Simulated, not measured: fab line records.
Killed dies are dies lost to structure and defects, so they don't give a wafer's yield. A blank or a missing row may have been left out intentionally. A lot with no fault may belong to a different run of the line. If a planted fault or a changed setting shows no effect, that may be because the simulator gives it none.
2 desks, one fault ; flow sky130 ; each desk holds nothing but its own numbers, with what lay behind them at the end

## METROLOGY DESK
Means of the sampled wafers that have a number, per lot and without regard to the tool the lot ran on: this is what the gauges read. Any lot whose mean is over 4 standard deviations away from the usual mean is out of limits and marked OUT; that distance is given in the brackets.
Columns: A = CAP2M_TIN_RS at SKY_CAP2M_RS_MEAS_03, usual 6.95 ohm/sq; B = CAP2M_OVL at SKY_CAP2M_OVL_MEAS_12, usual -0.1 nm; C = VIA4_BOW at SKY_VIA4_BOW_MEAS_03, usual 77 um
lot;first seen here;A;B;C
L184;day 40 04:33;6.93;-2.4;71
L185;day 40 16:34;7.04;-1.1;76
L186;day 40 23:55;6.98;1.1;75
L188;day 41 04:01;6.92;-1.1;81
L189;day 41 16:27;7.00;0.8;72
L191;day 41 23:08;7.03;1.0;72
L193;day 42 16:31;6.86;1.1;78
L201;day 45 03:16;6.87;0.5;77
L202;day 45 09:55;6.96;-0.3;85
L203;day 45 10:00;6.92;-0.2;75
L204;day 45 15:14;6.91;0.2;85
L205;day 45 20:58;6.89;-2.1;64
Finding of this desk: none of the 12 lots has anything out of limits.

## AT THE TOOL OWNER'S DESK: rie-metal-02
The tool's own readings at SKY_METAL4_ETCH_16 (etches BARC in N2/H2, stops on SiO2, time 88.2 s, target depth 60 nm): means of the sampled wafers that have a number, for each lot that ran on this tool. Any lot whose mean is over 4 standard deviations away from the usual mean is out of limits and marked OUT; that distance is given in the brackets.
Columns: A = bias-w at SKY_METAL4_ETCH_16, usual 100.0 W; B = drypump-motor-current-A at SKY_METAL4_ETCH_16, usual 5.79 A; C = h2-flow-sccm at SKY_METAL4_ETCH_16, usual 200.1 sccm; D = oes-product-au at SKY_METAL4_ETCH_16, usual 0.626 a.u.; E = rf-fwd-power-W at SKY_METAL4_ETCH_16, usual 496.9 W; F = throttle-valve-pct at SKY_METAL4_ETCH_16, usual 13.203 %
lot;first seen here;A;B;C;D;E;F
L185;day 42 16:26;99.7;5.94;200.2;0.629;498.8;13.206
L189;day 43 15:41;100.0;5.93;199.3;0.630;496.5;13.204
L191;day 43 22:41;100.2;6.00;200.1;0.627;496.2;13.209
L193;day 44 14:42;99.8;6.05;200.1;0.625;496.1;13.207
L202;day 47 04:22;95.7 (-14) OUT;6.01;200.4;0.621;496.0;13.199
L203;day 47 05:22;91.6 (-28) OUT;5.92;200.6;0.624;495.8;13.206
This desk's verdict: out of limits on L202, L203, starting with L202 at day 47 04:22 (bias-w at SKY_METAL4_ETCH_16). In limits: L185, L189, L191, L193.

## ALL TOGETHER
The tool owner's desk could have raised an alarm at day 47 04:22, on L202, L203.
Metrology desk: nothing out of limits seen.
The metrology desk holds a record of L202, L203, inside its limits.
All the named lots went through SKY_METAL4_ETCH_16 on rie-metal-02.

## WHAT THE SIMULATOR HAD PUT IN
rie-metal-02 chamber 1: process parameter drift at SKY_METAL4_ETCH_16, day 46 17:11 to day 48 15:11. A move of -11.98 in setting bias-w, from 100. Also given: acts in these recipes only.
Struck lots among those shown: L202, L203.
Time in hours from fault onset to the first out-of-limits reading at each desk: the tool owner's desk, 11.
